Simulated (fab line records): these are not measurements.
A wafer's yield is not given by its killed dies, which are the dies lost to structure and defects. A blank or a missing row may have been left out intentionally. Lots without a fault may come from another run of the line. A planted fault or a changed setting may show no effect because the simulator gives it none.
Which tool did it? :: flow sky130 :: at 1 step of a route of 708, 13 lots with 39 wafers sampled

WHAT EACH GAUGE READ, for each wafer
SKY_CONTACT_THK_MEAS_01.
lot: L932
measured: day 32 10:09
on: film-metro-03
CONTACT_CVD_00_THK (nm): 73.3 72.2 74.1

lot: L937
measured: day 32 22:30
on: film-metro-03
CONTACT_CVD_00_THK (nm): 76.0 75.3 76.0

lot: L940
measured: day 33 11:14
on: film-metro-04
CONTACT_CVD_00_THK (nm): 75.5 77.0 75.6

lot: L942
measured: day 34 06:34
on: film-metro-04
CONTACT_CVD_00_THK (nm): 74.6 75.5 76.7

lot: L945
measured: day 34 23:34
on: film-metro-04
CONTACT_CVD_00_THK (nm): 75.0 75.8 75.2

lot: L946
measured: day 35 05:32
on: film-metro-03
CONTACT_CVD_00_THK (nm): 75.4 73.9 74.5

lot: L949
measured: day 36 04:50
on: film-metro-04
CONTACT_CVD_00_THK (nm): 74.5 74.3 74.9

lot: L950
measured: day 36 12:29
on: film-metro-03
CONTACT_CVD_00_THK (nm): 75.5 76.1 76.0

lot: L951
measured: day 36 20:03
on: film-metro-04
CONTACT_CVD_00_THK (nm): 76.1 76.2 76.4

lot: L952
measured: day 37 08:40
on: film-metro-03
CONTACT_CVD_00_THK (nm): 75.8 75.2 76.4

lot: L953
measured: day 37 13:34
on: film-metro-03
CONTACT_CVD_00_THK (nm): 76.3 75.9 75.5

lot: L954
measured: day 37 15:30
on: film-metro-03
CONTACT_CVD_00_THK (nm): 74.7 73.9 76.1

lot: L955
measured: day 38 00:22
on: film-metro-03
CONTACT_CVD_00_THK (nm): 75.7 74.2 76.6

WHICH TOOL RAN EACH LOT (tool, then ch and the chambers of the sampled wafers, then the start)
The record shows no process step preceding these readings.

WHAT THE TOOLS THEMSELVES READ (means of the sampled wafers that have a number; where no wafer has one, the mark that the record gives instead)
The record holds no such reading with a usual standard deviation.

THE ANSWER, worked out from the rows above alone
Rule: the lots themselves supply what counts as usual. Put in order of their means at a reading, lots are off if they are a third of the lots or fewer, leave a main group of 4 or more, and stand apart from it by a gap of 3 or more times the standard deviation of the main group's means; of several such gaps the widest counts. The tables above print the reading to a certain number of digits; a main group whose means all agree to those digits is not used. A lot without any number at a reading at which 4 lots or more have one is off too. The other lots that the step has rows for count as sound. First the gauges in route order, then the tools' own readings, where a lot's mean is used as printed above. At the first step where some lot is off, the reading lying furthest off is the one used; lots without a number count as furthest.
No lot is off at any reading shown: from this, nothing can be told.

WHAT THE SIMULATOR HAD INSERTED
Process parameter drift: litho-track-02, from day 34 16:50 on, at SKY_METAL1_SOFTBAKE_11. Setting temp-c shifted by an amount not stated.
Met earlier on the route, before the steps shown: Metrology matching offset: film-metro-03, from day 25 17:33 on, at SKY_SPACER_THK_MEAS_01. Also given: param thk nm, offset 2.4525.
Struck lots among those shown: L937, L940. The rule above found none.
